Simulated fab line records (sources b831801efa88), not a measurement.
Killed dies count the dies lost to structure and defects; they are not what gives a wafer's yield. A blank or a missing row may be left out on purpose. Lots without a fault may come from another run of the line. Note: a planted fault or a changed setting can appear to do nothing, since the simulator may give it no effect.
2 desks, one fault :: flow gf180mcu :: each desk holds nothing but its own numbers, with what lay behind them at the end

METROLOGY DESK
What the gauges read for every lot (on any tool): the sampled wafers with a number, averaged. The brackets show how far a lot's mean lies from the usual mean; more than 4 standard deviations puts the lot out of limits, marked OUT.
Columns: A = V2_CVD_02_THK at GF_V2_THK_MEAS_03, usual 850 nm
lot: L945
first seen here: day 19 20:20
A: 855

lot: L946
first seen here: day 20 06:44
A: 859

lot: L948
first seen here: day 21 05:43
A: 856

lot: L949
first seen here: day 21 16:52
A: 849

lot: L954
first seen here: day 23 10:42
A: 851

lot: L955
first seen here: day 23 17:16
A: 852

lot: L956
first seen here: day 24 02:14
A: 846

lot: L957
first seen here: day 24 08:35
A: 845

lot: L958
first seen here: day 24 12:27
A: 861

lot: L959
first seen here: day 25 01:16
A: 851

lot: L961
first seen here: day 26 02:17
A: 840

lot: L964
first seen here: day 26 16:28
A: 853

lot: L965
first seen here: day 27 05:01
A: 850

lot: L966
first seen here: day 27 05:47
A: 862
This desk's finding: nothing out of limits on any of the 14 lots.

AT THE TOOL OWNER'S DESK: rieDiel-01
The tool's own readings at GF_SAB_ETCH_11 (etches SiO2 in C4F8/O2/Ar, target depth 55 nm, time 8.5 s): means of the sampled wafers that have a number, for each lot that ran on this tool. The brackets show how far a lot's mean lies from the usual mean; more than 4 standard deviations puts the lot out of limits, marked OUT.
Columns: A = biasW at GF_SAB_ETCH_11, usual 1200 W; B = oesProductAu at GF_SAB_ETCH_11, usual 1.000 a.u.
lot: L945
first seen here: day 15 16:40
A: 1201
B: 1.002

lot: L946
first seen here: day 16 01:58
A: 1202
B: 1.007

lot: L954
first seen here: day 19 04:07
A: 1201
B: 1.000

lot: L955
first seen here: day 19 11:13
A: 1202
B: 1.004

lot: L956
first seen here: day 19 21:52
A: 1200
B: 1.196 (+25) OUT

lot: L957
first seen here: day 20 03:37
A: 1198
B: 1.198 (+25) OUT

lot: L958
first seen here: day 20 07:55
A: 1205
B: 1.185 (+23) OUT

lot: L966
first seen here: day 23 08:10
A: 1201
B: 1.000
This desk's finding: out of limits on L956, L957, L958; first on L956, day 19 21:52 (oesProductAu at GF_SAB_ETCH_11). In limits: L945, L946, L954, L955, L966.

PUT TOGETHER
The tool owner's desk had the chance to raise an alarm at day 19 21:52 on L956, L957, L958.
Metrology desk: nothing out of limits seen.
The metrology desk has L956, L957, L958 on record, within its limits.
On rieDiel-01, each named lot ran GF_SAB_ETCH_11.

WHAT WAS PUT IN BY THE SIMULATOR
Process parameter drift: rieDiel-01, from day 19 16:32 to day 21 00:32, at GF_SAB_ETCH_11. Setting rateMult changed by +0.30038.
Struck lots among those shown: L956, L957, L958.
Hours from the fault's start to each desk's first reading out of limits: the tool owner's desk, 5.
